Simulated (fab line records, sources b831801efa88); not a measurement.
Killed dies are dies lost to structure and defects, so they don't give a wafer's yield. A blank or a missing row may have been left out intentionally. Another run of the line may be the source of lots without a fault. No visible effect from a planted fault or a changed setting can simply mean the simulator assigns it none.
fab line records    flow sky130    part 1 of 2: steps 1 to 28 of 38
record lots=5  wafers=15  lastDay=50
route steps=708 shown PWDE@48 NWELL@56 VT_ADJUST_HVTP@85
lots that met no fault: taken from a fault-free run of the same line
startH: start of the lot's first displayed wafer, in hours after the record's first day    waitH: time in hours since the lot's previous step    " as in the row above    L1.1+2: a row that stands for several wafers    - no value present, or no start provided    * or withheld: withheld    < > ~ a bound
route shown NAME@n: names a module that has steps shown in the file, with the first one's number in the route    usual: average and standard deviation across the fault-free wafers    same: alike in all rows    chamber/n: place in a boat    sites: readings site by site    _std_site: their standard deviation    _edge_site: inner sites' mean taken away from outer sites' mean    radiusMm: for every site, how far away it sits from the centre of the wafer    mask NAME#n: copy n    behind: the tool/chamber that last shaped the wafer    hold: the reason the lot was held/the length of the hold in hours/how it ended    device: the n, p or np transistor that did not switch    end of line: the tests these same wafers got at the end of their route    for a step that has no rows: nothing shown but its recipe    killed: dies lost to structure and defects at the first sort, not the wafer's yield    map: a wafer's dies, marking killed ones x, the rest . and places with no die _
set.NAME: setting as actually run; set.NAME@STEP: the setting as run at that earlier step    model.NAME: the simulator's own value behind a step, which no gauge read
lots at some steps of the route; a table a step, a row a wafer
services: the hour from which a tool's chamber was out of use, counted from the record's first day as startH (under 0 if before that day), plus the number of hours and why
## steps
# step SKY_PWDE_SOFTBAKE_03
# recipe tempC=110  timeS=withheld
# usual resistLineTempC=22.99/0.11
lot.wafer  tool           chamber  startH  waitH  resistLineTempC
L077.3     lithoTrack-04  0        75.95   0.1    23.00
L077.4     "              0        "       "      23.13
L077.6     "              0        "       "      22.79
L078.2     lithoTrack-01  0        82.39   0.1    23.08
L078.4     "              0        "       "      22.87
L078.5     "              0        "       "      23.08
L079.1     lithoTrack-01  0        88.45   0.1    23.03
L079.2     "              0        "       "      22.96
L079.6     "              0        "       "      23.06
L085.2     lithoTrack-01  0        122.29  0.1    22.95
L085.4     "              0        "       "      22.70
L085.5     "              0        "       "      22.91
L094.2     lithoTrack-03  0        180.90  0.1    22.98
L094.3     "              0        "       "      23.24
L094.6     "              0        "       "      23.07
# step SKY_PWDE_EXPOSE_04
# recipe maskId=PWDEM  na=0.6  sourceShape=conventional  sigmaOuter=0.6  polarization=unpolarized  targetCdNm=840  doseMj=214
lot.wafer   tool             chamber  startH  waitH  mask
L077.3+4+6  ilineStepper-01  0        -       -      PWDEM#0
L078.2+4+5  ilineStepper-02  0        -       -      PWDEM#0
L079.1+2+6  ilineStepper-01  0        -       -      PWDEM#0
L085.2+4+5  ilineStepper-02  0        -       -      PWDEM#0
L094.2+3+6  ilineStepper-01  0        -       -      PWDEM#0
# step SKY_PWDE_PEB_05
# recipe tempC=115  timeS=withheld
# usual resistLineTempC=23.01/0.12
lot.wafer  tool           chamber  startH  waitH  resistLineTempC
L077.3     lithoTrack-04  0        -       -      23.06
L077.4     "              0        "       "      23.15
L077.6     "              0        "       "      22.94
L078.2     lithoTrack-04  0        -       -      22.91
L078.4     "              0        "       "      22.87
L078.5     "              0        "       "      22.95
L079.1     lithoTrack-03  0        -       -      23.04
L079.2     "              0        "       "      23.06
L079.6     "              0        "       "      23.04
L085.2     lithoTrack-03  0        -       -      23.23
L085.4     "              0        "       "      23.17
L085.5     "              0        "       "      23.20
L094.2     lithoTrack-01  0        -       -      22.81
L094.3     "              0        "       "      22.74
L094.6     "              0        "       "      22.92
# step SKY_PWDE_DEVELOP_06
# recipe wallAngleDeg=90  developer=TMAH  developTimeS=60  devTempC=23
# usual developerTempC=23.01/0.1  resistLineTempC=22.98/0.09
lot.wafer  tool           chamber  startH  waitH  developerTempC  resistLineTempC
L077.3     lithoTrack-04  0        -       -      22.87           23.10
L077.4     "              0        "       "      23.09           23.16
L077.6     "              0        "       "      23.00           23.07
L078.2     lithoTrack-04  0        -       -      23.08           23.06
L078.4     "              0        "       "      23.22           22.87
L078.5     "              0        "       "      23.14           22.97
L079.1     lithoTrack-03  0        -       -      23.15           23.18
L079.2     "              0        "       "      23.03           22.94
L079.6     "              0        "       "      23.04           22.98
L085.2     lithoTrack-03  0        -       -      22.87           22.89
L085.4     "              0        "       "      23.21           22.94
L085.5     "              0        "       "      23.03           22.93
L094.2     lithoTrack-01  0        -       -      23.18           22.96
L094.3     "              0        "       "      23.02           23.03
L094.6     "              0        "       "      23.07           22.96
# step SKY_PWDE_OVL_MEAS_07
# usual PWDE_OVL=0.0/1.6
lot.wafer  tool        chamber  startH  waitH  PWDE_OVL[nm]
L077.3     overlay-01  -        84.15   -      0.7
L077.4     "           -        "       "      -0.2
L077.6     "           -        "       "      0.9
L078.2     overlay-01  -        91.29   -      -2.2
L078.4     "           -        "       "      -2.1
L078.5     "           -        "       "      -1.8
L079.1     overlay-01  -        96.52   -      0.5
L079.2     "           -        "       "      -1.3
L079.6     "           -        "       "      0.3
L085.2     overlay-01  -        132.28  -      0.4
L085.4     "           -        "       "      -1.2
L085.5     "           -        "       "      -1.0
L094.2     overlay-02  -        192.16  -      -2.3
L094.3     "           -        "       "      0.8
L094.6     "           -        "       "      -2.1
# step SKY_PWDE_IMPLANT_08
# recipe species=B  energyKev=150  doseCm2=3.6e+12  tiltDeg=withheld
# same implantIonAmu=11
lot.wafer   tool          chamber  startH  waitH
L077.3+4+6  implanter-04  0        84.22   0.1
L078.2+4+5  implanter-03  0        91.35   0.0
L079.1+2+6  implanter-03  0        96.56   0.0
L085.2+4+5  implanter-04  0        132.33  0.0
L094.2+3+6  implanter-04  0        192.21  0.0
# step SKY_PWDE_STRIP_09
# recipe chemistry=O2/N2  powerW=1400  pressureMtorr=1500  platenTempC=withheld  o2FlowSccm=3000  n2FlowSccm=300  overashFraction=0.5
# usual drypumpMotorCurrentA=5.7/0.48  oesProductAu=0.722/0.0045  stripTimeToEndpointS=36.94/0.093
lot.wafer  tool            chamber  startH  waitH  drypumpMotorCurrentA  oesProductAu  rfHoursCounterH  stripTimeToEndpointS
L077.3     plasmaAsher-04  0        84.35   0.1    5.3                   0.723         -                37.02
L077.4     "               1        "       "      6.4                   0.724         -                36.96
L077.6     "               0        "       "      5.3                   0.727         -                36.99
L078.2     plasmaAsher-01  0        91.47   0.1    5.3                   0.726         41               37.01
L078.4     "               1        "       "      6.1                   0.715         -                36.89
L078.5     "               1        "       "      6.1                   0.733         -                36.96
L079.1     plasmaAsher-03  1        96.71   0.1    5.1                   0.722         41               37.00
L079.2     "               0        "       "      5.6                   0.727         41               36.97
L079.6     "               0        "       "      5.6                   0.724         -                37.06
L085.2     plasmaAsher-01  0        132.46  0.1    5.3                   0.717         46               37.11
L085.4     "               0        "       "      5.4                   0.726         -                36.96
L085.5     "               1        "       "      6.2                   0.720         -                37.08
L094.2     plasmaAsher-04  1        192.34  0.1    6.4                   0.723         47               36.90
L094.3     "               0        "       "      5.3                   0.721         -                36.87
L094.6     "               1        "       "      6.4                   0.733         -                36.85
# step SKY_PWDE_TW_MEAS_10
# usual PWDE_TW=372/5.3
lot.wafer  tool          chamber  startH  waitH  PWDE_TW
L077.3     filmMetro-03  -        84.44   0.1    375
L077.4     "             -        "       "      376
L077.6     "             -        "       "      375
L078.2     filmMetro-03  -        91.58   0.1    376
L078.4     "             -        "       "      375
L078.5     "             -        "       "      377
L079.1     filmMetro-04  -        96.81   0.1    372
L079.2     "             -        "       "      369
L079.6     "             -        "       "      370
L085.2     filmMetro-03  -        132.57  0.1    376
L085.4     "             -        "       "      377
L085.5     "             -        "       "      376
L094.2     filmMetro-03  -        192.45  0.1    379
L094.3     "             -        "       "      382
L094.6     "             -        "       "      382
# step SKY_NWELL_DEHYDRATE_03
# recipe tempC=200  timeS=60
# usual resistLineTempC=22.98/0.11
lot.wafer  tool           chamber  startH  waitH  resistLineTempC
L077.3     lithoTrack-02  0        92.28   7.8    23.24
L077.4     "              0        "       "      22.94
L077.6     "              0        "       "      23.00
L078.2     lithoTrack-01  0        99.78   8.2    23.09
L078.4     "              0        "       "      23.03
L078.5     "              0        "       "      23.07
L079.1     lithoTrack-02  0        105.98  9.2    22.95
L079.2     "              0        "       "      23.04
L079.6     "              0        "       "      22.84
L085.2     lithoTrack-01  0        141.13  8.6    23.11
L085.4     "              0        "       "      23.17
L085.5     "              0        "       "      23.02
L094.2     lithoTrack-04  0        202.11  9.7    23.06
L094.3     "              0        "       "      22.90
L094.6     "              0        "       "      23.19
# step SKY_NWELL_HMDS_04
# recipe primeTimeS=60  primeTempC=120
# usual resistLineTempC=23.00/0.095
lot.wafer  tool           chamber  startH  waitH  resistLineTempC
L077.3     lithoTrack-02  0        92.43   0.1    23.14
L077.4     "              0        "       "      23.13
L077.6     "              0        "       "      22.91
L078.2     lithoTrack-01  0        99.93   0.1    22.88
L078.4     "              0        "       "      22.91
L078.5     "              0        "       "      23.03
L079.1     lithoTrack-02  0        106.13  0.1    22.98
L079.2     "              0        "       "      23.03
L079.6     "              0        "       "      23.00
L085.2     lithoTrack-01  0        141.28  0.1    23.05
L085.4     "              0        "       "      23.18
L085.5     "              0        "       "      23.09
L094.2     lithoTrack-04  0        202.26  0.1    23.02
L094.3     "              0        "       "      23.04
L094.6     "              0        "       "      23.17
# step SKY_NWELL_COAT_05
# recipe spinRpm=2000  resistThkNm=3000
# usual resistLineTempC=22.99/0.12
lot.wafer  tool           chamber  startH  waitH  resistLineTempC
L077.3     lithoTrack-02  0        92.58   0.1    22.98
L077.4     "              0        "       "      23.03
L077.6     "              0        "       "      22.97
L078.2     lithoTrack-01  0        100.08  0.1    22.79
L078.4     "              0        "       "      22.73
L078.5     "              0        "       "      22.95
L079.1     lithoTrack-02  0        106.28  0.1    22.90
L079.2     "              0        "       "      22.86
L079.6     "              0        "       "      22.99
L085.2     lithoTrack-01  0        141.43  0.1    23.08
L085.4     "              0        "       "      23.09
L085.5     "              0        "       "      22.86
L094.2     lithoTrack-04  0        202.41  0.1    22.65
L094.3     "              0        "       "      23.01
L094.6     "              0        "       "      22.85
# step SKY_NWELL_SOFTBAKE_06
# recipe tempC=110  timeS=withheld
# usual resistLineTempC=23.02/0.11
lot.wafer  tool           chamber  startH  waitH  resistLineTempC
L077.3     lithoTrack-02  0        92.74   0.1    22.99
L077.4     "              0        "       "      22.96
L077.6     "              0        "       "      22.94
L078.2     lithoTrack-01  0        100.24  0.1    23.12
L078.4     "              0        "       "      22.99
L078.5     "              0        "       "      23.12
L079.1     lithoTrack-02  0        106.43  0.1    23.12
L079.2     "              0        "       "      23.04
L079.6     "              0        "       "      23.11
L085.2     lithoTrack-01  0        141.59  0.1    23.06
L085.4     "              0        "       "      22.99
L085.5     "              0        "       "      22.93
L094.2     lithoTrack-04  0        202.57  0.1    22.92
L094.3     "              0        "       "      22.95
L094.6     "              0        "       "      22.91
# step SKY_NWELL_EXPOSE_07
# recipe maskId=NWM  na=0.6  sourceShape=conventional  sigmaOuter=0.6  polarization=unpolarized  targetCdNm=840  doseMj=255
lot.wafer   tool             chamber  startH  waitH  mask
L077.3+4+6  ilineStepper-01  0        -       -      NWM#0
L078.2+4+5  ilineStepper-02  0        -       -      NWM#0
L079.1+2+6  ilineStepper-01  0        -       -      NWM#0
L085.2+4+5  ilineStepper-01  0        -       -      NWM#0
L094.2+3+6  ilineStepper-01  0        -       -      NWM#0
# step SKY_NWELL_PEB_08
# recipe tempC=115  timeS=withheld
# usual resistLineTempC=23.01/0.11
lot.wafer  tool           chamber  startH  waitH  resistLineTempC
L077.3     lithoTrack-01  0        -       -      23.14
L077.4     "              0        "       "      23.02
L077.6     "              0        "       "      23.01
L078.2     lithoTrack-04  0        -       -      23.02
L078.4     "              0        "       "      22.99
L078.5     "              0        "       "      22.89
L079.1     lithoTrack-02  0        -       -      23.00
L079.2     "              0        "       "      23.10
L079.6     "              0        "       "      23.16
L085.2     lithoTrack-04  0        -       -      23.07
L085.4     "              0        "       "      23.00
L085.5     "              0        "       "      23.20
L094.2     lithoTrack-01  0        -       -      23.00
L094.3     "              0        "       "      23.18
L094.6     "              0        "       "      22.95
# step SKY_NWELL_DEVELOP_09
# recipe wallAngleDeg=90  developer=TMAH  developTimeS=60  devTempC=23
# usual developerTempC=23.01/0.11  resistLineTempC=23.02/0.1
lot.wafer  tool           chamber  startH  waitH  developerTempC  resistLineTempC
L077.3     lithoTrack-01  0        -       -      22.95           23.02
L077.4     "              0        "       "      22.85           23.10
L077.6     "              0        "       "      22.88           22.88
L078.2     lithoTrack-04  0        -       -      22.93           22.98
L078.4     "              0        "       "      22.83           23.00
L078.5     "              0        "       "      22.92           23.00
L079.1     lithoTrack-02  0        -       -      22.89           23.10
L079.2     "              0        "       "      23.06           22.93
L079.6     "              0        "       "      22.97           22.83
L085.2     lithoTrack-04  0        -       -      23.02           22.94
L085.4     "              0        "       "      23.00           23.07
L085.5     "              0        "       "      23.11           22.96
L094.2     lithoTrack-01  0        -       -      23.16           23.15
L094.3     "              0        "       "      22.94           23.13
L094.6     "              0        "       "      23.02           23.04
# step SKY_NWELL_OVL_MEAS_10
# usual NWELL_00_OVL=-0.1/1.4
lot.wafer  tool        chamber  startH  waitH  NWELL_00_OVL[nm]
L077.3     overlay-02  -        101.71  -      -1.4
L077.4     "           -        "       "      -0.8
L077.6     "           -        "       "      -2.6
L078.2     overlay-02  -        109.54  -      -0.1
L078.4     "           -        "       "      -1.2
L078.5     "           -        "       "      0.3
L079.1     overlay-01  -        114.53  -      1.7
L079.2     "           -        "       "      2.5
L079.6     "           -        "       "      0.1
L085.2     overlay-01  -        151.64  -      -1.2
L085.4     "           -        "       "      -1.3
L085.5     "           -        "       "      -1.1
L094.2     overlay-02  -        213.91  -      -1.2
L094.3     "           -        "       "      0.4
L094.6     "           -        "       "      -2.6
# step SKY_NWELL_IMPLANT_11
# recipe species=P  energyKev=400  doseCm2=1.9e+13  tiltDeg=withheld
# same implantIonAmu=31
lot.wafer   tool          chamber  startH  waitH
L077.3+4+6  implanter-01  0        101.79  0.1
L078.2+4+5  implanter-01  0        109.60  0.0
L079.1+2+6  implanter-04  0        114.56  0.0
L085.2+4+5  implanter-04  0        151.81  0.2
L094.2+3+6  implanter-03  0        213.96  0.0
# step SKY_NWELL_IMPLANT_12
# recipe species=P  energyKev=120  doseCm2=1.3e+12  tiltDeg=withheld
# same implantIonAmu=31
lot.wafer   tool          chamber  startH  waitH
L077.3+4+6  implanter-01  0        101.94  0.1
L078.2+4+5  implanter-01  0        109.75  0.1
L079.1+2+6  implanter-04  0        114.71  0.1
L085.2+4+5  implanter-04  0        151.96  0.1
L094.2+3+6  implanter-03  0        214.11  0.1
# step SKY_NWELL_IMPLANT_13
# recipe species=P  energyKev=50  doseCm2=7e+11  tiltDeg=withheld
# same implantIonAmu=31
lot.wafer   tool          chamber  startH  waitH
L077.3+4+6  implanter-01  0        102.09  0.1
L078.2+4+5  implanter-01  0        109.90  0.1
L079.1+2+6  implanter-04  0        114.86  0.1
L085.2+4+5  implanter-04  0        152.11  0.1
L094.2+3+6  implanter-03  0        214.26  0.1
# step SKY_NWELL_STRIP_14
# recipe chemistry=O2/N2  powerW=1400  pressureMtorr=1500  platenTempC=withheld  o2FlowSccm=3000  n2FlowSccm=300  overashFraction=0.5
# usual drypumpMotorCurrentA=5.8/0.54  oesProductAu=0.722/0.0037  stripTimeToEndpointS=36.90/0.093
lot.wafer  tool            chamber  startH  waitH  drypumpMotorCurrentA  oesProductAu  rfHoursCounterH  stripTimeToEndpointS
L077.3     plasmaAsher-04  0        102.22  0.1    5.3                   0.718         -                36.83
L077.4     "               1        "       "      6.4                   0.720         -                36.98
L077.6     "               0        "       "      5.3                   0.725         -                36.85
L078.2     plasmaAsher-02  0        110.02  0.1    5.3                   0.723         33               36.98
L078.4     "               0        "       "      5.3                   0.724         -                37.08
L078.5     "               0        "       "      5.3                   0.722         -                37.07
L079.1     plasmaAsher-04  0        115.01  0.1    5.3                   0.725         39               36.84
L079.2     "               1        "       "      6.4                   0.716         39               36.93
L079.6     "               0        "       "      5.3                   0.723         -                36.84
L085.2     plasmaAsher-03  0        152.24  0.1    5.6                   0.723         3                37.11
L085.4     "               0        "       "      5.6                   0.727         -                37.02
L085.5     "               1        "       "      5.1                   0.721         -                37.11
L094.2     plasmaAsher-03  1        214.39  0.1    5.1                   0.723         9                36.89
L094.3     "               0        "       "      5.6                   0.725         -                36.79
L094.6     "               1        "       "      5.1                   0.724         -                36.89
# step SKY_NWELL_TW_MEAS_15
# usual NWELL_TW=1814/28
lot.wafer  tool          chamber  startH  waitH  NWELL_TW
L077.3     filmMetro-03  -        102.31  0.1    1836
L077.4     "             -        "       "      1836
L077.6     "             -        "       "      1826
L078.2     filmMetro-01  -        110.13  0.1    1783
L078.4     "             -        "       "      1786
L078.5     "             -        "       "      1786
L079.1     filmMetro-03  -        115.11  0.1    1828
L079.2     "             -        "       "      1828
L079.6     "             -        "       "      1835
L085.2     filmMetro-03  -        152.35  0.1    1845
L085.4     "             -        "       "      1846
L085.5     "             -        "       "      1839
L094.2     filmMetro-01  -        214.50  0.1    1771
L094.3     "             -        "       "      1781
L094.6     "             -        "       "      1776
# step SKY_NWELL_DEHYDRATE_16
# recipe tempC=200  timeS=60
# usual resistLineTempC=23.00/0.11
lot.wafer  tool           chamber  startH  waitH  resistLineTempC
L077.3     lithoTrack-01  0        110.65  8.3    23.01
L077.4     "              0        "       "      22.88
L077.6     "              0        "       "      22.91
L078.2     lithoTrack-01  0        117.33  7.2    22.95
L078.4     "              0        "       "      23.10
L078.5     "              0        "       "      22.85
L079.1     lithoTrack-01  0        124.10  9.0    23.06
L079.2     "              0        "       "      23.06
L079.6     "              0        "       "      23.06
L085.2     lithoTrack-02  0        161.30  8.9    22.90
L085.4     "              0        "       "      22.86
L085.5     "              0        "       "      23.01
L094.2     lithoTrack-01  0        224.43  9.9    22.88
L094.3     "              0        "       "      22.89
L094.6     "              0        "       "      22.78
# step SKY_NWELL_HMDS_17
# recipe primeTimeS=60  primeTempC=120
# usual resistLineTempC=22.99/0.11
lot.wafer  tool           chamber  startH  waitH  resistLineTempC
L077.3     lithoTrack-01  0        110.80  0.1    22.98
L077.4     "              0        "       "      23.06
L077.6     "              0        "       "      23.09
L078.2     lithoTrack-01  0        117.48  0.1    23.05
L078.4     "              0        "       "      23.00
L078.5     "              0        "       "      23.05
L079.1     lithoTrack-01  0        124.25  0.1    22.99
L079.2     "              0        "       "      22.88
L079.6     "              0        "       "      22.89
L085.2     lithoTrack-02  0        161.45  0.1    22.96
L085.4     "              0        "       "      22.95
L085.5     "              0        "       "      22.93
L094.2     lithoTrack-01  0        224.58  0.1    23.14
L094.3     "              0        "       "      23.06
L094.6     "              0        "       "      23.00
# step SKY_NWELL_COAT_18
# recipe spinRpm=2000  resistThkNm=3000
# usual resistLineTempC=23.01/0.11
lot.wafer  tool           chamber  startH  waitH  resistLineTempC
L077.3     lithoTrack-01  0        110.95  0.1    23.04
L077.4     "              0        "       "      22.95
L077.6     "              0        "       "      23.15
L078.2     lithoTrack-01  0        117.63  0.1    22.75
L078.4     "              0        "       "      22.93
L078.5     "              0        "       "      22.87
L079.1     lithoTrack-01  0        124.40  0.1    23.20
L079.2     "              0        "       "      23.24
L079.6     "              0        "       "      23.23
L085.2     lithoTrack-02  0        161.60  0.1    23.07
L085.4     "              0        "       "      22.94
L085.5     "              0        "       "      22.96
L094.2     lithoTrack-01  0        224.73  0.1    23.00
L094.3     "              0        "       "      22.99
L094.6     "              0        "       "      23.21
# step SKY_NWELL_SOFTBAKE_19
# recipe tempC=110  timeS=withheld
# usual resistLineTempC=23.01/0.092
lot.wafer  tool           chamber  startH  waitH  resistLineTempC
L077.3     lithoTrack-01  0        111.12  0.1    22.95
L077.4     "              0        "       "      22.94
L077.6     "              0        "       "      22.84
L078.2     lithoTrack-01  0        117.79  0.1    23.11
L078.4     "              0        "       "      23.07
L078.5     "              0        "       "      22.93
L079.1     lithoTrack-01  0        124.55  0.1    23.12
L079.2     "              0        "       "      23.10
L079.6     "              0        "       "      23.03
L085.2     lithoTrack-02  0        161.76  0.1    23.04
L085.4     "              0        "       "      22.96
L085.5     "              0        "       "      22.91
L094.2     lithoTrack-01  0        224.88  0.1    22.97
L094.3     "              0        "       "      22.98
L094.6     "              0        "       "      23.04
# step SKY_NWELL_EXPOSE_20
# recipe maskId=NWM_COMPLEMENT  na=0.6  sourceShape=conventional  sigmaOuter=0.6  polarization=unpolarized  targetCdNm=840  doseMj=260
lot.wafer   tool             chamber  startH  waitH  mask
L077.3+4+6  ilineStepper-01  0        -       -      NWM_COMPLEMENT#0
L078.2+4+5  ilineStepper-02  0        -       -      NWM_COMPLEMENT#0
L079.1+2+6  ilineStepper-02  0        -       -      NWM_COMPLEMENT#0
L085.2+4+5  ilineStepper-01  0        -       -      NWM_COMPLEMENT#0
L094.2+3+6  ilineStepper-01  0        -       -      NWM_COMPLEMENT#0
# step SKY_NWELL_PEB_21
# recipe tempC=115  timeS=withheld
# usual resistLineTempC=23.01/0.1
lot.wafer  tool           chamber  startH  waitH  resistLineTempC
L077.3     lithoTrack-01  0        -       -      23.03
L077.4     "              0        "       "      23.19
L077.6     "              0        "       "      22.99
L078.2     lithoTrack-02  0        -       -      23.19
L078.4     "              0        "       "      23.04
L078.5     "              0        "       "      22.95
L079.1     lithoTrack-04  0        -       -      22.84
L079.2     "              0        "       "      22.90
L079.6     "              0        "       "      22.98
L085.2     lithoTrack-01  0        -       -      22.99
L085.4     "              0        "       "      22.97
L085.5     "              0        "       "      22.95
L094.2     lithoTrack-04  0        -       -      22.95
L094.3     "              0        "       "      23.05
L094.6     "              0        "       "      23.07
# step SKY_NWELL_DEVELOP_22
# recipe wallAngleDeg=90  developer=TMAH  developTimeS=60  devTempC=23
# usual developerTempC=22.98/0.11  resistLineTempC=22.99/0.12
lot.wafer  tool           chamber  startH  waitH  developerTempC  resistLineTempC
L077.3     lithoTrack-01  0        -       -      22.95           22.78
L077.4     "              0        "       "      22.73           22.95
L077.6     "              0        "       "      22.76           22.94
L078.2     lithoTrack-02  0        -       -      22.97           22.89
L078.4     "              0        "       "      23.05           22.87
L078.5     "              0        "       "      22.86           22.93
L079.1     lithoTrack-04  0        -       -      22.98           22.96
L079.2     "              0        "       "      22.86           22.97
L079.6     "              0        "       "      22.99           23.10
L085.2     lithoTrack-01  0        -       -      23.17           22.97
L085.4     "              0        "       "      23.17           23.01
L085.5     "              0        "       "      23.10           23.04
L094.2     lithoTrack-04  0        -       -      23.06           22.86
L094.3     "              0        "       "      23.06           22.96
L094.6     "              0        "       "      23.12           23.10
